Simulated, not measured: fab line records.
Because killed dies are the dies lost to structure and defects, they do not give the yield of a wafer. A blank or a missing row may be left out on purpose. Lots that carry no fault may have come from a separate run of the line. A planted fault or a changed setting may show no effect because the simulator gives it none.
Chamber matching || flow gf180mcu || pecvd-01 running GF_CONTACT_CVD_02: 3 sister chambers
The step deposits SiO2 from TEOS, target thk 860 nm, time 95.992 s. 3 wafers are shown with their chamber, then 9 later ones without.

## WAFERS PAIRED WITH THEIR CHAMBERS
{"wafer": "L078.2", "chamber": 2, "heaterPowerW (W)": 709}
{"wafer": "L088.4", "chamber": 0, "heaterPowerW (W)": 709}
{"wafer": "L088.6", "chamber": 1, "heaterPowerW (W)": 791}

## WAFERS WITHOUT THEIR CHAMBER
{"wafer": "L091.1", "heaterPowerW (W)": 726}
{"wafer": "L091.5", "heaterPowerW (W)": 600}
{"wafer": "L091.6", "heaterPowerW (W)": 579}
{"wafer": "L096.1", "heaterPowerW (W)": 750}
{"wafer": "L096.5", "heaterPowerW (W)": 601}
{"wafer": "L096.6", "heaterPowerW (W)": 695}
{"wafer": "L097.1", "heaterPowerW (W)": 776}
{"wafer": "L097.2", "heaterPowerW (W)": 723}
{"wafer": "L097.4", "heaterPowerW (W)": 578}

## WHICH CHAMBER EACH WENT THROUGH
{"wafer": "L091.1", "from the rows above": "can't be placed: 0 or 2 or 1", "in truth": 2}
{"wafer": "L091.5", "from the rows above": "can't be placed: 0 or 2 or 1", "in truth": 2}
{"wafer": "L091.6", "from the rows above": "can't be placed: 0 or 2 or 1", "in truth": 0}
{"wafer": "L096.1", "from the rows above": "can't be placed: 0 or 1 or 2", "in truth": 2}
{"wafer": "L096.5", "from the rows above": "can't be placed: 0 or 2 or 1", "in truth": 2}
{"wafer": "L096.6", "from the rows above": "can't be placed: 0 or 2 or 1", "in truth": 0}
{"wafer": "L097.1", "from the rows above": "can't be placed: 1 or 0 or 2", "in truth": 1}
{"wafer": "L097.2", "from the rows above": "can't be placed: 0 or 2 or 1", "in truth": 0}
{"wafer": "L097.4", "from the rows above": "can't be placed: 0 or 2 or 1", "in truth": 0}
Correct placement for 0 of the 9. Cannot be placed on the basis of these rows: 9; the candidates contain the true chamber in 9. Number placed wrongly: 0.
How it was worked out, from the rows above alone: a wafer's distance from a chamber is the root of the sum, over the readings, of the square of ((its reading less the chamber's mean) divided by the reading's scatter). If the next closest chamber is less than 2 further off than the closest, the wafer can't be placed; otherwise it belongs to the closest. Each chamber's mean is taken over the wafers shown for it. The scatter: root of mean squared gap, hidden wafer to nearest shown wafer, with one shown wafer a chamber.
